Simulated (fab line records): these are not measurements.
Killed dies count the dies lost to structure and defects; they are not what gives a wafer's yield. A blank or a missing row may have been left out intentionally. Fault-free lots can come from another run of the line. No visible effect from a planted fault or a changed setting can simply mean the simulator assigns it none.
Which of the tools did it?    flow sky130    Sampling: 14 lots, 42 wafers, 5 of 708 route steps

## WHAT THE GAUGES SHOWED, per wafer
SKY_METAL5_THK_MEAS_06: measures by xrf. Usual: for METAL5_ALCU_THK the level is 1140 nm and the standard deviation is 18.
lot   measured      on             METAL5_ALCU_THK (nm)  flag
L136  day 43 06:59  film_metro-01  1116 1116 1146        
L137  day 43 08:22  film_metro-01  1131 1126 1143        
L138  day 43 18:40  film_metro-01  1126 1123 1107        
L140  day 44 04:03  film_metro-03  1165 1151 1159        
L141  day 44 23:33  film_metro-01  1144 1159 1122        
L142  day 45 03:25  film_metro-03  1172 1144 1148        
L144  day 45 12:59  film_metro-03  1367 1398 1362        OFF
L145  day 45 21:08  film_metro-04  1323 1328 1345        OFF
L147  day 46 02:02  film_metro-03  1122 1157 1132        
L152  day 47 03:02  film_metro-01  1119 1108 1130        
L154  day 47 21:32  film_metro-04  1140 1162 1157        
L156  day 48 06:10  film_metro-01  1144 1150 1121        
L155  day 48 07:47  film_metro-01  1102 1138 1136        
L159  day 48 22:53  film_metro-01  1148 1129 1141        

## WHAT TOOL EACH LOT RAN ON (gives the tool, then ch and the chambers of the sampled wafers, and finally the start)
lot   SKY_VIA3_CMP_24                SKY_METAL4_SPUTTER_01         SKY_METAL4_SPUTTER_02         SKY_METAL5_SPUTTER_04
L136  cmp-02 ch 0,1, day 40 01:33    pvd_sputter-03, day 40 01:52  pvd_sputter-03, day 40 01:54  pvd_sputter-01, day 43 06:48
L137  cmp-02 ch 1,2, day 40 03:35    pvd_sputter-03, day 40 03:55  pvd_sputter-03, day 40 03:56  pvd_sputter-03, day 43 08:11
L138  cmp-01 ch 0,3, day 40 14:47    pvd_sputter-02, day 40 15:06  pvd_sputter-02, day 40 15:07  pvd_sputter-03, day 43 18:29
L140  cmp-02 ch 0,1,3, day 41 00:58  pvd_sputter-03, day 41 01:17  pvd_sputter-03, day 41 01:19  pvd_sputter-03, day 44 03:53
L141  cmp-01 ch 0,1,2, day 41 22:40  pvd_sputter-04, day 41 22:59  pvd_sputter-04, day 41 23:01  pvd_sputter-01, day 44 23:22
L142  cmp-01 ch 0,3, day 42 02:28    pvd_sputter-04, day 42 02:47  pvd_sputter-04, day 42 02:49  pvd_sputter-01, day 45 03:14
L144  cmp-01 ch 0,1,3, day 42 13:39  pvd_sputter-04, day 42 13:58  pvd_sputter-04, day 42 14:00  pvd_sputter-01, day 45 12:50
L145  cmp-02 ch 1,2,3, day 42 20:25  pvd_sputter-02, day 42 20:44  pvd_sputter-02, day 42 20:46  pvd_sputter-02, day 45 20:58
L147  cmp-02 ch 0,3, day 43 02:32    pvd_sputter-03, day 43 02:51  pvd_sputter-03, day 43 02:53  pvd_sputter-02, day 46 01:52
L152  cmp-02 ch 0,1, day 44 06:20    pvd_sputter-04, day 44 06:39  pvd_sputter-04, day 44 06:40  pvd_sputter-03, day 47 02:50
L154  cmp-01 ch 0,2,3, day 45 02:33  pvd_sputter-02, day 45 02:43  pvd_sputter-02, day 45 02:45  pvd_sputter-02, day 47 21:22
L156  cmp-01 ch 0,1, day 45 11:52    pvd_sputter-03, day 45 12:08  pvd_sputter-03, day 45 12:10  pvd_sputter-03, day 48 05:59
L155  cmp-02 ch 2,3, day 45 12:52    pvd_sputter-03, day 45 13:09  pvd_sputter-03, day 45 13:10  pvd_sputter-01, day 48 07:37
L159  cmp-01 ch 0,2,3, day 46 07:07  pvd_sputter-02, day 46 07:26  pvd_sputter-02, day 46 07:28  pvd_sputter-02, day 48 22:43
- SKY_VIA3_CMP_24: polishes, stops on SiO2, t overpolish 20 s, target thk 0 nm.
- SKY_METAL4_SPUTTER_01: material TiN, target thk 20 nm, time 16.7 s.
- SKY_METAL4_SPUTTER_02: material AlCu, target thk 735 nm, time 39.1 s.
- SKY_METAL5_SPUTTER_04: material TiN, target thk 70 nm, time 58.3 s.

## WHAT THE TOOLS THEMSELVES READ (means of the sampled wafers that have a number; where no wafer has one, the mark that the record gives instead)
SKY_VIA3_CMP_24. Usual: edge_zone_pressure_frac 1.000, standard deviation 0.0048; motor_current_A 11.1 A, standard deviation 1.1; overpolish_run_s 20.000 s, standard deviation 0.0088; retaining_ring_pressure_frac 1.001, standard deviation 0.0054; time_to_endpoint_s 95 s, standard deviation 4.3.
lot   tool    edge_zone_pressure_frac  motor_current_A (A)  overpolish_run_s (s)  retaining_ring_pressure_frac  time_to_endpoint_s (s)  flag
L136  cmp-02  1.001                    10.4                 19.988                1.006                         91                      
L137  cmp-02  1.001                    12.0                 20.002                1.011                         100                     
L138  cmp-01  0.998                    10.7                 19.999                0.998                         95                      
L140  cmp-02  1.002                    10.8                 20.008                0.994                         97                      
L141  cmp-01  1.000                    11.0                 20.004                1.000                         93                      
L142  cmp-01  1.006                    10.8                 19.996                0.997                         95                      
L144  cmp-01  1.002                    11.4                 19.994                1.003                         98                      
L145  cmp-02  0.999                    11.3                 20.006                0.994                         97                      
L147  cmp-02  1.001                    10.1                 20.002                1.001                         93                      
L152  cmp-02  0.997                    10.2                 19.993                1.008                         91                      
L154  cmp-01  0.999                    11.4                 20.002                0.999                         93                      
L156  cmp-01  1.000                    10.5                 19.999                1.003                         96                      
L155  cmp-02  1.001                    11.7                 19.998                0.997                         93                      
L159  cmp-01  1.005                    11.2                 20.001                0.997                         97                      

SKY_METAL4_SPUTTER_01. Usual: cathode_dc_power_W 6500.0 W, standard deviation 1.1; chamber_pressure_pa 0.4000 Pa, standard deviation 0.00078; throttle_valve_pct 29.6 %, standard deviation 0.92.
lot   tool            cathode_dc_power_W (W)  chamber_pressure_pa (Pa)  throttle_valve_pct (%)  flag
L136  pvd_sputter-03  6499.7                  0.3998                    29.3                    
L137  pvd_sputter-03  6500.1                  0.4003                    29.5                    
L138  pvd_sputter-02  6500.8                  0.4002                    29.7                    
L140  pvd_sputter-03  6499.9                  0.3996                    29.1                    
L141  pvd_sputter-04  6500.3                  0.3994                    29.8                    
L142  pvd_sputter-04  6500.0                  0.3999                    29.8                    
L144  pvd_sputter-04  6500.1                  0.3994                    30.4                    
L145  pvd_sputter-02  6500.5                  0.4003                    29.4                    
L147  pvd_sputter-03  6500.5                  0.3996                    28.5                    
L152  pvd_sputter-04  6500.7                  0.4007                    29.9                    
L154  pvd_sputter-02  6501.0                  0.4000                    29.6                    
L156  pvd_sputter-03  6498.6                  0.3998                    28.8                    
L155  pvd_sputter-03  6500.8                  0.4008                    29.5                    
L159  pvd_sputter-02  6500.2                  0.4000                    29.6                    

SKY_METAL4_SPUTTER_02. Usual: cathode_dc_power_W 10600 W, standard deviation 2; chamber_pressure_pa 0.4000 Pa, standard deviation 0.00072; throttle_valve_pct 29.6 %, standard deviation 0.91.
lot   tool            cathode_dc_power_W (W)  chamber_pressure_pa (Pa)  throttle_valve_pct (%)  flag
L136  pvd_sputter-03  10600                   0.4007                    29.4                    
L137  pvd_sputter-03  10599                   0.4002                    29.6                    
L138  pvd_sputter-02  10600                   0.4001                    29.6                    
L140  pvd_sputter-03  10600                   0.4006                    29.1                    
L141  pvd_sputter-04  10600                   0.4004                    29.8                    
L142  pvd_sputter-04  10601                   0.4004                    29.7                    
L144  pvd_sputter-04  10598                   0.3998                    30.4                    
L145  pvd_sputter-02  10600                   0.3999                    29.4                    
L147  pvd_sputter-03  10599                   0.3997                    28.6                    
L152  pvd_sputter-04  10601                   0.4001                    29.9                    
L154  pvd_sputter-02  10601                   0.4003                    29.5                    
L156  pvd_sputter-03  10601                   0.4006                    28.9                    
L155  pvd_sputter-03  10600                   0.4006                    29.4                    
L159  pvd_sputter-02  10599                   0.3993                    29.5                    

SKY_METAL5_SPUTTER_04. Usual: cathode_dc_power_W 6500.1 W, standard deviation 1.3; chamber_pressure_pa 0.3999 Pa, standard deviation 0.00077; throttle_valve_pct 29.6 %, standard deviation 0.92.
lot   tool            cathode_dc_power_W (W)  chamber_pressure_pa (Pa)  throttle_valve_pct (%)  flag
L136  pvd_sputter-01  6501.3                  0.4001                    30.4                    
L137  pvd_sputter-03  6500.5                  0.3991                    30.3                    
L138  pvd_sputter-03  6500.4                  0.4000                    29.5                    
L140  pvd_sputter-03  6499.9                  0.4002                    28.6                    
L141  pvd_sputter-01  6500.6                  0.3994                    29.9                    
L142  pvd_sputter-01  6500.3                  0.3999                    30.5                    
L144  pvd_sputter-01  -                       -                         -                       OFF
L145  pvd_sputter-02  -                       -                         -                       OFF
L147  pvd_sputter-02  6500.3                  0.3999                    29.5                    
L152  pvd_sputter-03  6499.7                  0.4003                    28.8                    
L154  pvd_sputter-02  6500.5                  0.4001                    29.5                    
L156  pvd_sputter-03  6498.9                  0.3997                    30.0                    
L155  pvd_sputter-01  6500.1                  0.3999                    29.7                    
L159  pvd_sputter-02  6500.5                  0.4002                    29.6                    

## THE ANSWER, worked out from the rows above alone
Rule: a lot counts as off when the mean over its wafers that have a number is more than 3 standard deviations away from the usual mean. A lot without any number at a reading at which 4 lots or more have one is off too. All remaining lots with rows at the step are treated as sound. The gauges are gone through in route order, then the tools' own readings, and for those a lot's mean is taken as printed above. The first step at which some lot is off is used, and at that step the reading that is off furthest; a lot without a number counts as furthest.
Off: at SKY_METAL5_THK_MEAS_06 (METAL5_ALCU_THK), L144, L145.
A tool fits if, at a process step before that reading, it ran every lot that is off, and no sound lot after the first of them. Not tried: the gauges at SKY_METAL5_THK_MEAS_06; whatever is off there is also off at SKY_METAL5_SPUTTER_04, on other tools, and gauge error can't account for it. None of those tried fits.

## WHAT THE SIMULATOR HAD PUT IN
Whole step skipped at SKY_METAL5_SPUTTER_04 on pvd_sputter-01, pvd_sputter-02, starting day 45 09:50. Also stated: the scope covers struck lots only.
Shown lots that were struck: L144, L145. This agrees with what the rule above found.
